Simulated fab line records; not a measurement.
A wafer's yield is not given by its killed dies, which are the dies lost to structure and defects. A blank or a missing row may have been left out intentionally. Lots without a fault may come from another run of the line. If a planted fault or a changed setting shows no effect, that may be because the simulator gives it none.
Chamber matching + flow sky130 + 4 sister chambers for SKY_LI_CONTACT_CMP_24 on cmp-02
The step polishes, stops on PSG, t overpolish 20 s, target thk 0 nm. 16 wafers are shown with their chamber, then 8 later ones without.

## WAFERS PAIRED WITH THEIR CHAMBERS
| wafer  | chamber | motor_current_A (A) | time_to_endpoint_s (s) | edge_zone_pressure_frac |
|--------|---------|---------------------|------------------------|-------------------------|
| L993.2 | 1       | 12.1                | 102                    | 0.997                   |
| L993.3 | 0       | 10.4                | 96                     | 1.003                   |
| L993.5 | 0       | 10.9                | 97                     | 1.008                   |
| L995.1 | 3       | 11.6                | 96                     | 1.003                   |
| L995.5 | 0       | 10.2                | 97                     | 1.006                   |
| L995.6 | 3       | 12.1                | 98                     | 1.001                   |
| L103.1 | 0       | 10.7                | 97                     | 1.002                   |
| L103.2 | 1       | 12.2                | 102                    | 0.992                   |
| L103.5 | 3       | 12.2                | 102                    | 0.998                   |
| L111.4 | 1       | 11.6                | 100                    | 0.999                   |
| L111.5 | 0       | 11.0                | 99                     | 0.995                   |
| L111.6 | 1       | 12.3                | 99                     | 1.003                   |
| L112.2 | 0       | 9.9                 | 97                     | 1.006                   |
| L112.3 | 2       | 13.4                | 97                     | 1.006                   |
| L112.4 | 1       | 12.4                | 101                    | 0.993                   |
| L113.1 | 0       | 10.1                | 95                     | 0.994                   |

SIGNATURES (means of the wafers above)
| reading                 | chamber 0 | chamber 1 | chamber 2 | chamber 3 | scatter within a chamber |
|-------------------------|-----------|-----------|-----------|-----------|--------------------------|
| motor_current_A         | 10.457    | 12.120    | 13.400    | 11.967    | 0.371                    |
| time_to_endpoint_s      | 96.86     | 100.80    | 97.00     | 98.67     | 1.69                     |
| edge_zone_pressure_frac | 1.00200   | 0.99680   | 1.00600   | 1.00067   | 0.00479                  |
Rule: distance of a wafer from a chamber = root of the sum over the readings of ((wafer's reading minus chamber's mean) / reading's scatter) squared. If the next closest chamber is less than 2 further off than the closest, the wafer can't be placed; otherwise it belongs to the closest. The scatter: the root of (the sum of the squares of (reading less its chamber's mean) over the shown wafers, divided by (wafers less chambers)).

## WAFERS WHOSE CHAMBER IS MISSING
| wafer  | motor_current_A (A) | time_to_endpoint_s (s) | edge_zone_pressure_frac |
|--------|---------------------|------------------------|-------------------------|
| L113.3 | 12.5                | 102                    | 0.995                   |
| L113.6 | 13.6                | 97                     | 1.000                   |
| L114.1 | 12.2                | 94                     | 1.000                   |
| L114.5 | 12.8                | 96                     | 0.993                   |
| L114.6 | 12.0                | 98                     | 1.004                   |
| L116.1 | 11.8                | 101                    | 1.003                   |
| L116.2 | 13.4                | 98                     | 1.002                   |
| L116.5 | 12.5                | 97                     | 1.005                   |

## THE CHAMBER EACH PASSED THROUGH
| wafer  | from the rows above          | in truth |
|--------|------------------------------|----------|
| L113.3 | can't be placed: 1 or 3      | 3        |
| L113.6 | 2                            | 2        |
| L114.1 | can't be placed: 3 or 2 or 1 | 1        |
| L114.5 | can't be placed: 3 or 2 or 1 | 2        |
| L114.6 | can't be placed: 3 or 1      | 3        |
| L116.1 | can't be placed: 3 or 1      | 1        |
| L116.2 | 2                            | 2        |
| L116.5 | can't be placed: 3 or 2 or 1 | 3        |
Correctly placed: 2 of 8. Unplaceable from these rows: 6, with the true chamber sitting among the candidates in 6. Number placed wrongly: 0.
